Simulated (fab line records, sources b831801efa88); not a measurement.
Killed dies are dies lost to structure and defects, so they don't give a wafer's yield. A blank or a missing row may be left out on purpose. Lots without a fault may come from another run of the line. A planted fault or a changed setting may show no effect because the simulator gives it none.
Split-lot experiment | flow sky130 | 5 lots, 23 wafers read, on a route of 708 steps

THE SPLIT
At SKY_LI_CONTACT_EXPOSE_09 (exposes mask LICM1, target cd 170 nm), the setting dose_mj was moved away from the recipe's 38 on 7 of the 23 wafers read, by -3.5% to +2.3%. The other wafers ran this setting at the recipe's value.

FROM THE SPLIT TO THE READING: what the file shows between them, 2 steps
- SKY_LI_CONTACT_PEB_10
- SKY_LI_CONTACT_DEVELOP_11: develop time 60 s

THE READING
cd_nm, in nm, at SKY_LI_CONTACT_CD_MEAS_12 (target cd 170 nm). Fault-free wafers of this fab line usually give 169.8 nm, standard deviation 1.4 nm.

wafer  | tool, chamber at the split | dose_mj as run | against the recipe | cd_nm, nm | against lot-mates on the recipe
L077.1 | krf_scanner-02, 0          | 38             | recipe             | 167.7     | -
L077.4 | krf_scanner-02, 0          | 38             | recipe             | 167.7     | -
L077.5 | krf_scanner-02, 0          | 38             | recipe             | 167.2     | -
L079.1 | krf_scanner-01, 0          | 38             | recipe             | 171.1     | -
L079.2 | krf_scanner-01, 0          | 38             | recipe             | 170.5     | -
L079.4 | krf_scanner-01, 0          | 36.66          | -3.5%              | 164.0     | -6.6
L079.5 | krf_scanner-01, 0          | 36.66          | -3.5%              | 164.8     | -5.8
L079.6 | krf_scanner-01, 0          | 38             | recipe             | 170.3     | -
L082.1 | krf_scanner-01, 0          | 38             | recipe             | 169.2     | -
L082.2 | krf_scanner-01, 0          | 38.89          | +2.3%              | 174.1     | +4.5
L082.4 | krf_scanner-01, 0          | 38.89          | +2.3%              | 175.0     | +5.4
L082.5 | krf_scanner-01, 0          | 38.89          | +2.3%              | 174.4     | +4.8
L082.6 | krf_scanner-01, 0          | 38             | recipe             | 170.0     | -
L083.1 | krf_scanner-01, 0          | 38             | recipe             | 169.0     | -
L083.2 | krf_scanner-01, 0          | 38             | recipe             | 167.5     | -
L083.3 | krf_scanner-01, 0          | 38.79          | +2.1%              | 172.1     | +4.0
L083.4 | krf_scanner-01, 0          | 38.79          | +2.1%              | 171.3     | +3.2
L083.6 | krf_scanner-01, 0          | 38             | recipe             | 167.9     | -
L085.1 | krf_scanner-01, 0          | 38             | recipe             | 169.5     | -
L085.2 | krf_scanner-01, 0          | 38             | recipe             | 170.2     | -
L085.4 | krf_scanner-01, 0          | 38             | recipe             | 171.4     | -
L085.5 | krf_scanner-01, 0          | 38             | recipe             | 169.3     | -
L085.6 | krf_scanner-01, 0          | 38             | recipe             | 170.3     | -

THE FIT
A straight line over all 23 wafers: cd_nm changes by +1.61 nm for each +1% of dose_mj; r = +0.88; the points scatter about the line by 1.3 nm.
The same after taking each lot's own level away (the mean of its wafers on the recipe; 23 wafers): +1.86 nm for each +1%; r = +0.98; scatter 0.58 nm.
On that fit, the largest move of dose_mj shifts the reading by 6.6 nm.
The lots' own levels span 167.53 to 170.63 nm, that is 2.2 times the standard deviation above.
So the lot-to-lot level changes the slope: the two fits differ.
Check: with one of the wafers moved furthest among these (-3.5%) left out of the fit, the line predicts -6.41 nm for it against its lot-mates. It came out at -6.63 nm against them.

OTHER SPLITS ON THESE WAFERS
These wafers also went through other splits before the reading. Each is held against what the fit with the lots' levels taken away leaves over:
other split on the same wafers           | wafers away from the commonest value | r with cd_nm (lot level and that fit taken away)
SKY_SD_P_DEVELOP_06 develop_time_s       | 12                                   | -0.04
SKY_SD_P_IMPLANT_09 energy_kev           | 8                                    | +0.00
SKY_SD_N_STRIP_11 o2_flow_sccm           | 7                                    | +0.13
SKY_LI_CONTACT_CMP_02 leave_above_ref_nm | 10                                   | +0.05

THE WHOLE CHAIN: every reading that the file lists as answering this split, in the file's order
step                      | what it does                                                         | reading                                                           | change (the file's fit)              | r (the file's)
SKY_LI_CONTACT_CD_MEAS_12 | target cd 170 nm                                                     | cd_nm                                                             | +1.84 nm for each +1% of the setting | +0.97
SKY_LI_CONTACT_ETCH_14    | etches BARC in N2/H2, stops on SiO2, time 45.9 s, target depth 60 nm | LI_CONTACT.cd_nm (the simulator's own value, which no gauge read) | +2.06 nm for each +1% of the setting | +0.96
SKY_LI_CONTACT_ETCH_15    | etches PSG in C4F8/O2/Ar, stops on Si, target depth 600 nm           | LI_CONTACT.cd_nm (the simulator's own value, which no gauge read) | +2.04 nm for each +1% of the setting | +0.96

THE FILE'S OWN FIT
cd_nm changes by +1.84 nm for each +1% of dose_mj, r = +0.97.
